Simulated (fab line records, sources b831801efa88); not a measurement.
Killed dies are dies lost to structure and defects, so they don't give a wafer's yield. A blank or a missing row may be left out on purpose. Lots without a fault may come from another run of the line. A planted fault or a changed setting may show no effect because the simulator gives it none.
fab line records | flow sky130
record lots=10 wafers=30 last_day=50
route steps=708 shown VIA2@520 METAL3@535 PAD_OPEN@708
lots that met no fault: from a run of the same line without faults
start_h: hours from the record's first day to the start of the lot's first wafer shown | wait_h: hours since the lot's step before | " the same as in the row above | L1.1+2: a row that stands for several wafers | - no value, or no start given | * or withheld: withheld | < > ~ a bound
route shown NAME@n: a module of which the file shows steps, and the number in the route of the first | usual: mean/standard deviation of fault-free wafers | same: alike in all rows | chamber/n: place in a boat | sites: the reading at each site | _std_site: their standard deviation | _edge_site: outer sites' mean less inner sites' | radius_mm: how far each site lies from the wafer's centre | mask NAME#n: copy n | behind: the tool/chamber that last shaped the wafer | hold: why the lot was held/for how many hours/how that ended | device: the transistor (n, p or np) that didn't switch | end of line: the same wafers' tests at the end of the route | a step without rows: its recipe alone | killed: dies lost to structure and defects at the first sort, not the wafer's yield | map: a wafer's dies, x killed, . not, _ none there
set.NAME: the setting as run; set.NAME@STEP: as run at that earlier step | model.NAME: the simulator's own value behind a step, which no gauge read
steps of the route over a sample of lots; a table a step, a row a wafer
services: from which hour (start_h, from the record's first day; less than 0 if before it) a tool's chamber was out of use, for how many hours, and why
## steps
# step SKY_VIA2_OVL_MEAS_13
# usual VIA2_OVL=-2/5.3
# columns lot.wafer tool chamber start_h wait_h VIA2_OVL[nm]
L489.2 overlay-01 - 858.74 0.1 4
L489.3 " - " " 11
L489.4 " - " " 10
L490.2 overlay-02 - 865.99 0.1 -4
L490.5 " - " " 1
L490.6 " - " " -3
L491.3 overlay-02 - 883.19 0.1 6
L491.4 " - " " 5
L491.6 " - " " 2
L493.2 overlay-01 - 899.34 0.1 -7
L493.3 " - " " -6
L493.6 " - " " -4
L494.4 overlay-01 - 909.39 0.1 -4
L494.5 " - " " -3
L494.6 " - " " 1
L498.2 overlay-01 - 925.49 0.1 5
L498.3 " - " " 3
L498.6 " - " " -2
L499.2 overlay-02 - 934.99 0.1 -2
L499.3 " - " " -5
L499.6 " - " " -3
L500.1 overlay-02 - 959.74 0.1 -6
L500.3 " - " " -3
L500.5 " - " " -8
L508.2 overlay-02 - 995.03 0.1 -3
L508.4 " - " " -6
L508.6 " - " " 0
L509.1 overlay-01 - 1012.43 0.1 -5
L509.4 " - " " 0
L509.6 " - " " 2
# step SKY_VIA2_ETCH_14
# recipe chemistry=N2/H2 target=BARC ion_energy_ev=200 source_w=500 bias_w=100 pressure_mtorr=30 n2_flow_sccm=100 h2_flow_sccm=200 stop_on=SiO2 time_s=45.9 target_depth_a=600
# usual drypump_motor_current_A=5.7/0.38 oes_product_au=0.855/0.0047 throttle_valve_pct=13.224/0.0095
# columns lot.wafer tool chamber start_h wait_h drypump_motor_current_A oes_product_au rf_hours_counter_h throttle_valve_pct
L489.2 rie_diel-02 2 858.77 0.0 6.6 0.870 28 13.236
L489.3 " 3 " " 5.8 0.858 2 13.226
L489.4 " 1 " " 5.2 0.866 8 13.246
L490.2 rie_diel-01 0 866.02 0.0 5.1 0.854 13 13.208
L490.5 " 0 " " 5.1 0.852 - 13.212
L490.6 " 3 " " 5.6 0.855 - 13.219
L491.3 rie_diel-03 1 883.22 0.0 6.0 0.857 11 13.220
L491.4 " 0 " " 5.3 0.862 - 13.232
L491.6 " 3 " " 6.2 0.855 - 13.221
L493.2 rie_diel-01 1 899.37 0.0 5.4 0.864 17 13.234
L493.3 " 3 " " 5.6 0.855 1 13.248
L493.6 " 1 " " 5.4 0.857 - 13.219
L494.4 rie_diel-01 3 909.41 0.0 5.6 0.857 1 13.236
L494.5 " 3 " " 5.6 0.864 - 13.210
L494.6 " 0 " " 5.1 0.851 - 13.233
L498.2 rie_diel-03 3 925.52 0.0 6.1 0.848 15 13.218
L498.3 " 0 " " 5.3 0.858 21 13.225
L498.6 " 1 " " 6.1 0.857 - 13.216
L499.2 rie_diel-01 2 935.02 0.0 5.9 0.854 12 13.223
L499.3 " 1 " " 5.4 0.866 18 13.228
L499.6 " 2 " " 5.9 0.862 - 13.222
L500.1 rie_diel-02 2 959.77 0.0 6.6 0.850 1 13.220
L500.3 " 0 " " 6.0 0.863 9 13.235
L500.5 " 2 " " 6.6 0.856 - 13.223
L508.2 rie_diel-01 1 995.06 0.0 5.4 0.860 20 13.236
L508.4 " 3 " " 5.6 0.848 4 13.229
L508.6 " 1 " " 5.4 0.852 - 13.220
L509.1 rie_diel-03 3 1012.47 0.0 6.2 0.853 17 13.236
L509.4 " 1 " " 6.0 0.852 17 13.224
L509.6 " 1 " " 6.1 0.861 - 13.224
# step SKY_VIA2_CVD_21
# recipe material=W target_thk_nm=420 time_s=126.4 temp_c=400 pressure_torr=40
# usual heater_power_w=835/98
# columns lot.wafer tool chamber start_h wait_h heater_power_w
L489.2 cvd_w-02 1 859.53 0.0 953
L489.3 " 1 " " 961
L489.4 " 0 " " 741
L490.2 cvd_w-01 1 867.01 0.0 754
L490.5 " 0 " " 914
L490.6 " 1 " " 766
L491.3 cvd_w-01 0 884.04 0.1 902
L491.4 " 1 " " 774
L491.6 " 1 " " 756
L493.2 cvd_w-01 1 900.14 0.0 759
L493.3 " 0 " " 910
L493.6 " 1 " " 750
L494.4 cvd_w-02 0 910.22 0.1 727
L494.5 " 0 " " 718
L494.6 " 1 " " 948
L498.2 cvd_w-01 1 926.30 0.0 772
L498.3 " 0 " " 876
L498.6 " 1 " " 736
L499.2 cvd_w-02 1 935.83 0.0 949
L499.3 " 0 " " 719
L499.6 " 1 " " 941
L500.1 cvd_w-01 0 960.64 0.0 894
L500.3 " 1 " " 788
L500.5 " 1 " " 778
L508.2 cvd_w-02 1 995.83 0.0 956
L508.4 " 0 " " 719
L508.6 " 0 " " 727
L509.1 cvd_w-02 1 1013.23 0.0 970
L509.4 " 1 " " 948
L509.6 " 0 " " 729
# step SKY_VIA2_RS_MEAS_22
# recipe thk_meas_gauge=four-point-probe reads=W_of_VIA2_CVD_21+TiN_of_VIA2_SPUTTER_20
# usual VIA2_W_RS=0.2733/0.0028
# columns lot.wafer tool chamber start_h wait_h hold VIA2_W_RS[ohm/sq]
L489.2 film_metro-03 - 859.68 0.1 - 0.2760
L489.3 " - " " - 0.2703
L489.4 " - " " - 0.2726
L490.2 film_metro-02 - 867.16 0.1 - 0.2699
L490.5 " - " " - 0.2736
L490.6 " - " " - 0.2737
L491.3 film_metro-02 - 884.16 0.1 - 0.2722
L491.4 " - " " - 0.2700
L491.6 " - " " - 0.2756
L493.2 film_metro-04 - 900.29 0.1 - 0.2753
L493.3 " - " " - 0.2741
L493.6 " - " " - 0.2724
L494.4 film_metro-03 - 910.37 0.1 - 0.2717
L494.5 " - " " - 0.2724
L494.6 " - " " - 0.2687
L498.2 film_metro-04 - 926.45 0.1 await_dispo/0.2h/release 0.2714
L498.3 " - " " await_dispo/0.2h/release 0.1416
L498.6 " - " " await_dispo/0.2h/release 0.2715
L498.2 film_metro-04 - 926.74 0.3 - 0.2706
L498.3 " - " " - 0.1417
L498.6 " - " " - 0.2718
L499.2 film_metro-03 - 935.98 0.1 - 0.2740
L499.3 " - " " - 0.2762
L499.6 " - " " - 0.2737
L500.1 film_metro-03 - 960.77 0.1 await_dispo/0.2h/release 0.1399
L500.3 " - " " await_dispo/0.2h/release 0.1407
L500.5 " - " " await_dispo/0.2h/release 0.2676
L500.1 film_metro-03 - 961.06 0.3 - 0.1398
L500.3 " - " " - 0.1403
L500.5 " - " " - 0.2680
L508.2 film_metro-04 - 995.98 0.1 - 0.2773
L508.4 " - " " - 0.2721
L508.6 " - " " - 0.2753
L509.1 film_metro-03 - 1013.37 0.1 - 0.2712
L509.4 " - " " - 0.2731
L509.6 " - " " - 0.2717
# step SKY_VIA2_CMP_24
# recipe stop_on=SiO2 t_overpolish_s=20 down_force_psi=3.5 platen_rpm=60 target_thk_nm=0 pad_velocity_m_s=0.94248
# usual motor_current_A=11.4/1.3 platen_rpm=60.00/0.043 time_to_endpoint_s=104/3.9
# columns lot.wafer tool chamber start_h wait_h hold motor_current_A platen_rpm time_to_endpoint_s
L489.4 cmp-01 3 859.84 0.0 - 13.7 59.96 103
L489.2 " 1 " " - 10.1 60.05 109
L489.3 " 2 " " - 11.8 59.98 109
L490.2 cmp-02 0 867.32 0.0 - 13.2 60.08 102
L490.5 " 0 " " - 12.5 59.95 99
L490.6 " 1 " " - 11.6 60.05 92
L491.3 cmp-02 0 884.35 0.1 - 12.9 59.95 104
L491.4 " 1 " " - 10.7 59.98 99
L491.6 " 3 " " - 11.0 60.00 103
L493.2 cmp-02 0 900.45 0.0 - 13.1 59.98 103
L493.3 " 3 " " - 9.9 59.95 104
L493.6 " 0 " " - 13.0 59.93 100
L494.4 cmp-01 3 910.64 0.2 - 13.9 59.96 107
L494.6 " 0 " " - 11.1 59.98 108
L494.5 " 1 " " - 10.3 60.02 110
L498.2 cmp-01 0 935.37 4.9 await_dispo/4.8h/release 11.1 60.01 101
L498.3 " 2 " " await_dispo/4.8h/release 11.7 59.98 195
L498.6 " 3 " " await_dispo/4.8h/release 13.8 60.04 101
L499.3 cmp-02 1 936.14 0.0 - 10.7 59.92 97
L499.2 " 2 " " - 10.6 59.91 103
L499.6 " 2 " " - 10.5 59.99 107
L500.1 cmp-01 2 969.46 2.7 await_dispo/2.7h/release 11.8 59.93 205
L500.3 " 1 " " await_dispo/2.7h/release 10.1 59.99 210
L500.5 " 2 " " await_dispo/2.7h/release 11.2 60.00 111
L508.2 cmp-02 2 996.19 0.1 - 10.7 60.03 97
L508.4 " 0 " " - 13.4 59.99 101
L508.6 " 2 " " - 10.2 60.01 104
L509.4 cmp-02 2 1013.60 0.1 - 10.5 59.97 110
L509.1 " 0 " " - 13.1 59.95 105
L509.6 " 2 " " - 10.5 59.95 103
# step SKY_METAL3_SPUTTER_03
# recipe material=Ti target_thk_nm=5 power_w=3000 time_s=3.3 chamber_pressure_pa=0.4
# usual throttle_valve_pct=29.8/0.61
# columns lot.wafer tool chamber start_h wait_h throttle_valve_pct
L489.2 pvd_sputter-04 - 860.23 0.0 30.5
L489.3 " - " " 30.0
L489.4 " - " " 29.5
L490.2 pvd_sputter-04 - 867.70 0.0 30.5
L490.5 " - " " 30.1
L490.6 " - " " 29.5
L491.3 pvd_sputter-04 - 884.69 0.0 29.5
L491.4 " - " " 30.4
L491.6 " - " " 30.0
L493.2 pvd_sputter-04 - 900.84 0.0 30.7
L493.3 " - " " 29.5
L493.6 " - " " 30.0
L494.4 pvd_sputter-04 - 910.87 0.0 29.5
L494.5 " - " " 29.5
L494.6 " - " " 30.3
L498.2 pvd_sputter-01 - 935.71 0.0 30.0
L498.3 " - " " 29.3
L498.6 " - " " 28.7
L499.2 pvd_sputter-04 - 936.54 0.0 30.8
L499.3 " - " " 29.8
L499.6 " - " " 30.4
L500.1 pvd_sputter-02 - 969.85 0.0 29.2
L500.3 " - " " 29.9
L500.5 " - " " 30.0
L508.2 pvd_sputter-01 - 996.52 0.0 28.9
L508.4 " - " " 30.1
L508.6 " - " " 30.1
L509.1 pvd_sputter-04 - 1013.93 0.0 29.3
L509.4 " - " " 30.6
L509.6 " - " " 29.5
# step SKY_PAD_OPEN_PROBE_99
# usual defect_limited_yield=82.5/1.9 killed_at_M0_to_M3=43/6.7 killed_at_M4_up=3.2/1.9 killed_at_contacts=24/5.9 killed_at_front_end=15/4.1 killed_at_other=0.3/0.56 killed_dies=86/9.5 killed_open=47/7.4 killed_short=39/5.5 sort_bin_3_pad_short=0.8/0.4 sort_bin_5_function=10.4/1.4 sort_bin_6_memory=6.2/1.2 sort_n_pass=406/9.5 sort_yield_pct=82.5/1.9
# same gross_dies=492 killed_at_back_side=0 sort_bin_4_leakage[%]=0 sort_bin_8_speed[%]=0
# columns lot.wafer tool chamber start_h wait_h defect_limited_yield[%] killed_at_M0_to_M3 killed_at_M4_up killed_at_contacts killed_at_front_end killed_at_other killed_dies killed_open killed_short sort_bin_3_pad_short[%] sort_bin_5_function[%] sort_bin_6_memory[%] sort_n_pass sort_yield_pct[%]
L489.2 prober-01 - 1085.47 0.1 82.3 43 3 32 9 0 87 41 46 0.6 10.0 7.1 405 82.3
L489.3 prober-01 - 1085.52 0.2 82.7 42 1 32 10 0 85 46 39 0.4 10.0 6.9 407 82.7
L489.4 prober-01 - 1085.57 0.2 81.7 50 3 24 13 0 90 46 44 0.4 11.0 6.9 402 81.7
L490.2 prober-02 - 1090.98 0.1 87.2 30 2 18 13 0 63 36 27 0.4 6.9 5.5 429 87.2
L490.5 prober-02 - 1091.13 0.2 85.2 40 6 16 10 1 73 32 41 1.6 8.3 4.9 419 85.2
L490.6 prober-02 - 1091.18 0.2 85.6 38 1 22 10 0 71 37 34 0.8 8.1 5.5 421 85.6
L491.3 prober-01 - 1103.13 0.2 80.9 44 7 25 18 0 94 48 46 1.6 11.2 6.3 398 80.9
L491.4 prober-01 - 1103.18 0.2 81.7 47 7 26 10 0 90 47 43 1.4 10.8 6.1 402 81.7
L491.6 prober-01 - 1103.28 0.2 79.9 48 3 31 17 0 99 55 44 0.8 9.8 9.6 393 79.9
L493.2 prober-01 - 1118.34 0.1 85.4 43 3 14 12 0 72 35 37 1.0 8.5 5.1 420 85.4
L493.3 prober-01 - 1118.39 0.2 82.9 40 2 31 11 0 84 48 36 0.6 9.1 7.3 408 82.9
L493.6 prober-01 - 1118.54 0.2 83.3 42 5 17 18 0 82 52 30 0.8 11.6 4.3 410 83.3
L494.4 prober-01 - 1124.94 0.2 83.3 45 1 22 13 1 82 44 38 0.6 10.4 5.7 410 83.3
L494.5 prober-01 - 1124.99 0.2 85.0 28 4 25 17 0 74 46 28 0.8 6.9 7.3 418 85.0
L494.6 prober-01 - 1125.04 0.2 81.3 42 4 26 20 0 92 58 34 0.4 11.2 7.1 400 81.3
L498.2 prober-02 - 1136.70 0.1 83.3 43 2 27 10 0 82 45 37 0.8 10.8 5.1 410 83.3
L498.3 prober-02 - 1136.75 0.2 78.0 60 4 25 19 0 108 62 46 0.8 11.2 10.0 384 78.0
L498.6 prober-02 - 1136.90 0.2 83.5 40 5 21 15 0 81 46 35 0.8 10.8 4.9 411 83.5
L499.2 prober-01 - 1143.93 0.1 85.8 35 1 21 13 0 70 33 37 0.8 7.1 6.3 422 85.8
L499.3 prober-01 - 1143.98 0.2 82.5 37 3 25 21 0 86 49 37 0.4 11.4 5.7 406 82.5
L499.6 prober-01 - 1144.13 0.2 84.3 36 6 20 15 0 77 40 37 0.4 8.7 6.5 415 84.3
L500.1 prober-02 - 1160.89 0.1 82.3 45 7 17 18 0 87 51 36 0.8 10.2 6.7 405 82.3
L500.3 prober-02 - 1160.99 0.2 79.9 54 8 27 9 1 99 48 51 1.2 12.0 6.9 393 79.9
L500.5 prober-02 - 1161.09 0.2 86.0 40 4 13 12 0 69 33 36 0.4 8.9 4.7 423 86.0
L508.2 prober-02 - 1186.92 0.1 84.6 45 0 24 7 0 76 42 34 0 9.6 5.9 416 84.6
L508.4 prober-02 - 1187.02 0.2 84.6 35 1 29 10 1 76 36 40 1.2 8.5 5.7 416 84.6
L508.6 prober-02 - 1187.12 0.2 81.9 44 5 24 16 0 89 49 40 0.6 11.2 6.3 403 81.9
L509.1 prober-01 - 1198.79 0.1 85.2 34 7 20 12 0 73 36 37 1.0 10.6 3.3 419 85.2
L509.4 prober-01 - 1198.94 0.2 82.7 45 5 22 13 0 85 47 38 1.0 10.4 5.9 407 82.7
L509.6 prober-01 - 1199.04 0.2 87.8 37 4 12 7 0 60 24 36 0.6 7.3 4.3 432 87.8
# killed by level:class
L489.2 CONTACT:geometric_particle:open=9 CONTACT:geometric_particle:short=8 VIA1:geometric_particle:open=8 METAL1:geometric_particle:short=7 LOCAL_INTERCONNECT:geometric_particle:short=6 VIA2:geometric_particle:open=6 VIA3:geometric_particle:open=6 LI_CONTACT:geometric_particle:open=5
L489.3 VIA1:geometric_particle:open=12 LI_CONTACT:geometric_particle:open=10 CONTACT:geometric_particle:open=9 CONTACT:geometric_particle:short=7 METAL2:geometric_particle:short=6 LOCAL_INTERCONNECT:geometric_particle:short=5 VIA1:geometric_particle:short=5 VIA2:geometric_particle:open=5
L489.4 VIA3:geometric_particle:open=10 VIA1:geometric_particle:open=9 METAL1:geometric_particle:short=7 METAL2:geometric_particle:short=7 FIELD_ISO:geometric_particle:open=6 LI_CONTACT:geometric_particle:open=6 CONTACT:geometric_particle:short=6 VIA2:geometric_particle:open=6
L490.2 VIA1:geometric_particle:open=7 CONTACT:geometric_particle:open=6 METAL2:geometric_particle:short=5 VIA3:geometric_particle:open=5 METAL1:geometric_particle:short=4 VIA1:geometric_particle:short=4 POLY_GATE:geometric_particle:short=3 LI_CONTACT:geometric_particle:open=3
L490.5 VIA1:geometric_particle:open=9 CONTACT:geometric_particle:open=8 METAL2:geometric_particle:short=6 FIELD_ISO:geometric_particle:short=5 METAL4:geometric_particle:short=5 VIA2:geometric_particle:short=5 VIA1:geometric_particle:short=4 LI_CONTACT:geometric_particle:open=3
L490.6 VIA1:geometric_particle:open=11 CONTACT:geometric_particle:short=6 LI_CONTACT:geometric_particle:open=5 METAL2:geometric_particle:short=5 CONTACT:geometric_particle:open=5 VIA1:geometric_particle:short=5 VIA3:geometric_particle:open=5 METAL1:geometric_particle:short=4
L491.3 VIA1:geometric_particle:open=13 CONTACT:geometric_particle:open=10 VIA2:geometric_particle:short=8 LI_CONTACT:geometric_particle:open=6 METAL4:geometric_particle:short=6 VIA3:geometric_particle:open=5 POLY_GATE:geometric_particle:open=4 POLY_GATE:geometric_particle:short=4
L491.4 VIA1:geometric_particle:open=13 LI_CONTACT:geometric_particle:open=10 CONTACT:geometric_particle:open=7 METAL2:geometric_particle:short=6 VIA2:geometric_particle:short=5 VIA3:geometric_particle:open=5 METAL3:geometric_particle:short=5 POLY_GATE:geometric_particle:short=4
L491.6 CONTACT:geometric_particle:open=10 VIA2:geometric_particle:open=10 CONTACT:geometric_particle:short=9 VIA1:geometric_particle:open=9 LI_CONTACT:geometric_particle:open=8 POLY_GATE:geometric_particle:short=6 METAL2:geometric_particle:short=6 METAL1:geometric_particle:short=5
L493.2 VIA1:geometric_particle:open=9 CONTACT:geometric_particle:open=7 METAL1:geometric_particle:short=7 METAL2:geometric_particle:short=5 VIA2:geometric_particle:open=5 FIELD_ISO:geometric_particle:short=4 VIA1:geometric_particle:short=4 FIELD_ISO:geometric_particle:open=3
L493.3 CONTACT:geometric_particle:open=11 VIA2:geometric_particle:open=10 VIA1:geometric_particle:open=8 LI_CONTACT:geometric_particle:open=6 CONTACT:geometric_particle:short=5 POLY_GATE:geometric_particle:short=4 METAL1:geometric_particle:short=4 METAL2:geometric_particle:short=4
L493.6 VIA1:geometric_particle:open=10 POLY_GATE:geometric_particle:open=7 VIA2:geometric_particle:open=7 LI_CONTACT:geometric_particle:open=5 CONTACT:geometric_particle:open=5 VIA1:geometric_particle:short=5 VIA3:geometric_particle:open=5 FIELD_ISO:geometric_particle:short=3
L494.4 CONTACT:geometric_particle:open=10 METAL2:geometric_particle:short=9 VIA2:geometric_particle:open=8 VIA1:geometric_particle:open=7 LI_CONTACT:geometric_particle:open=6 METAL1:geometric_particle:short=5 VIA1:geometric_particle:short=5 POLY_GATE:geometric_particle:short=4
L494.5 VIA1:geometric_particle:open=10 CONTACT:geometric_particle:open=9 LI_CONTACT:geometric_particle:open=7 VIA2:geometric_particle:open=7 POLY_GATE:geometric_particle:open=6 CONTACT:geometric_particle:short=6 FIELD_ISO:geometric_particle:short=5 POLY_GATE:geometric_particle:short=4
L494.6 VIA1:geometric_particle:open=13 CONTACT:geometric_particle:open=12 LI_CONTACT:geometric_particle:open=8 POLY_GATE:geometric_particle:open=7 VIA1:geometric_particle:short=7 VIA3:geometric_particle:open=6 FIELD_ISO:geometric_particle:short=5 VIA2:geometric_particle:open=4
L498.2 CONTACT:geometric_particle:open=11 METAL1:geometric_particle:short=8 VIA1:geometric_particle:open=7 VIA3:geometric_particle:open=6 LI_CONTACT:geometric_particle:open=5 CONTACT:geometric_particle:short=5 VIA1:geometric_particle:short=5 VIA2:geometric_particle:open=5
L498.3 CONTACT:geometric_particle:open=15 VIA3:geometric_particle:open=11 FIELD_ISO:geometric_particle:open=9 LI_CONTACT:geometric_particle:open=8 VIA1:geometric_particle:short=8 VIA1:geometric_particle:open=8 FIELD_ISO:geometric_particle:short=7 METAL1:geometric_particle:short=7
L498.6 VIA1:geometric_particle:open=14 LI_CONTACT:geometric_particle:open=6 CONTACT:geometric_particle:open=6 METAL1:geometric_particle:short=6 CONTACT:geometric_particle:short=5 POLY_GATE:geometric_particle:short=5 VIA2:geometric_particle:open=5 VIA3:geometric_particle:open=5
L499.2 VIA1:geometric_particle:open=10 CONTACT:geometric_particle:open=7 CONTACT:geometric_particle:short=6 VIA1:geometric_particle:short=5 METAL2:geometric_particle:short=5 LI_CONTACT:geometric_particle:open=4 VIA2:geometric_particle:open=4 FIELD_ISO:geometric_particle:short=3
L499.3 FIELD_ISO:geometric_particle:short=10 VIA2:geometric_particle:open=10 VIA1:geometric_particle:open=8 VIA3:geometric_particle:open=8 LI_CONTACT:geometric_particle:open=7 CONTACT:geometric_particle:open=7 CONTACT:geometric_particle:short=7 FIELD_ISO:geometric_particle:open=5
L499.6 VIA3:geometric_particle:open=7 CONTACT:geometric_particle:open=6 METAL1:geometric_particle:short=6 FIELD_ISO:geometric_particle:short=5 CONTACT:geometric_particle:short=5 VIA1:geometric_particle:open=5 METAL4:geometric_particle:short=4 POLY_GATE:geometric_particle:open=4
L500.1 VIA1:geometric_particle:open=13 CONTACT:geometric_particle:open=10 METAL1:geometric_particle:short=8 VIA2:geometric_particle:open=7 METAL4:geometric_particle:short=6 LI_CONTACT:geometric_particle:open=4 FIELD_ISO:geometric_particle:short=3 POLY_GATE:geometric_particle:open=3
L500.3 VIA1:geometric_particle:open=14 CONTACT:geometric_particle:open=10 LI_CONTACT:geometric_particle:open=9 VIA3:geometric_particle:open=8 METAL4:geometric_particle:short=8 METAL1:geometric_particle:short=7 VIA1:geometric_particle:short=6 METAL2:geometric_particle:short=6
L500.5 VIA1:geometric_particle:open=6 CONTACT:geometric_particle:open=5 METAL1:geometric_particle:short=5 VIA2:geometric_particle:short=5 VIA3:geometric_particle:open=5 FIELD_ISO:geometric_particle:short=4 POLY_GATE:geometric_particle:short=4 METAL2:geometric_particle:short=4
L508.2 METAL2:geometric_particle:short=11 LI_CONTACT:geometric_particle:open=10 CONTACT:geometric_particle:open=8 VIA1:geometric_particle:open=8 VIA3:geometric_particle:open=8 METAL1:geometric_particle:short=5 VIA2:geometric_particle:short=5 POLY_GATE:geometric_particle:open=3
L508.4 CONTACT:geometric_particle:open=8 CONTACT:geometric_particle:short=8 LI_CONTACT:geometric_particle:open=7 VIA1:geometric_particle:open=6 VIA2:geometric_particle:short=6 METAL1:geometric_particle:short=5 VIA3:geometric_particle:open=4 VIA1:geometric_particle:short=4
L508.6 CONTACT:geometric_particle:open=11 VIA2:geometric_particle:open=7 VIA1:geometric_particle:open=7 VIA1:geometric_particle:short=7 VIA3:geometric_particle:open=7 METAL1:geometric_particle:short=5 POLY_GATE:geometric_particle:short=4 METAL4:geometric_particle:short=4
L509.1 CONTACT:geometric_particle:open=8 VIA3:geometric_particle:open=8 VIA1:geometric_particle:open=6 METAL4:geometric_particle:short=6 FIELD_ISO:geometric_particle:short=5 METAL1:geometric_particle:short=5 LI_CONTACT:geometric_particle:open=4 METAL3:geometric_particle:short=4
L509.4 VIA3:geometric_particle:open=9 VIA1:geometric_particle:open=7 VIA2:geometric_particle:open=7 CONTACT:geometric_particle:open=7 VIA1:geometric_particle:short=6 LI_CONTACT:geometric_particle:short=5 VIA2:geometric_particle:short=5 FIELD_ISO:geometric_particle:open=4
L509.6 VIA1:geometric_particle:open=8 METAL2:geometric_particle:short=8 LI_CONTACT:geometric_particle:open=5 METAL1:geometric_particle:short=4 VIA1:geometric_particle:short=4 VIA2:geometric_particle:open=4 VIA2:geometric_particle:short=3 METAL4:geometric_particle:short=3
## services
# columns tool chamber start_h hours kind
cmp-01 - 836.44 1.8 repair
cmp-01 - 836.74 0.4 repair
rie_diel-03 2 845.24 3.2 repair
cmp-02 - 856.57 5.7 pm
pvd_sputter-01 - 861.93 0.6 repair
pvd_sputter-04 0 873.57 - consumable_replace:kit
pvd_sputter-04 0 873.57 18.0 scheduled_down
pvd_sputter-04 0 873.57 18.0 vent_cycle
pvd_sputter-04 - 887.68 1.5 repair
pvd_sputter-01 - 895.57 10.5 repair
cvd_w-01 - 904.00 14.0 pm
pvd_sputter-02 - 908.03 4.5 repair
cmp-02 - 910.91 1.6 repair
cmp-02 - 912.51 4.0 pm
rie_diel-02 1 924.99 16.3 repair
cmp-02 - 938.62 0.6 repair
rie_diel-01 - 949.93 0.2 repair
rie_diel-03 2 964.26 13.7 repair
cvd_w-02 1 969.02 3.4 repair
cmp-02 - 973.58 1.8 repair
cmp-02 - 975.37 4.2 pm
rie_diel-01 0 988.41 1.2 repair
pvd_sputter-04 - 988.89 3.6 repair
cmp-02 - 999.76 0.4 repair
## key
first_sign step=SKY_VIA2_RS_MEAS_22 reading=visit direction=added
effect step=SKY_VIA2_RS_MEAS_22 reading=VIA2_W_RS direction=down sigmas=47 usual=0.2733 struck=0.1407
effect step=SKY_VIA2_CMP_24 reading=time_to_endpoint_s direction=up sigmas=25 usual=* struck=*
met_at SKY_VIA2_CVD_21
struck_lots L498,L500
struck_wafers L498.3,L500.1,L500.3
not_acting_at SKY_VIA2_OVL_MEAS_13,SKY_VIA2_ETCH_14,SKY_METAL3_SPUTTER_03
onset_between 900.14 926.30
fault kind=process_parameter_drift tool=cvd_w-01 chamber=- onset_h=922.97 steps=SKY_VIA2_CVD_21 channel=target_thk_nm offset=391.56 shape=step end_h=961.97 scope=struck_wafers_only acts_in=these_recipes_only stated=420
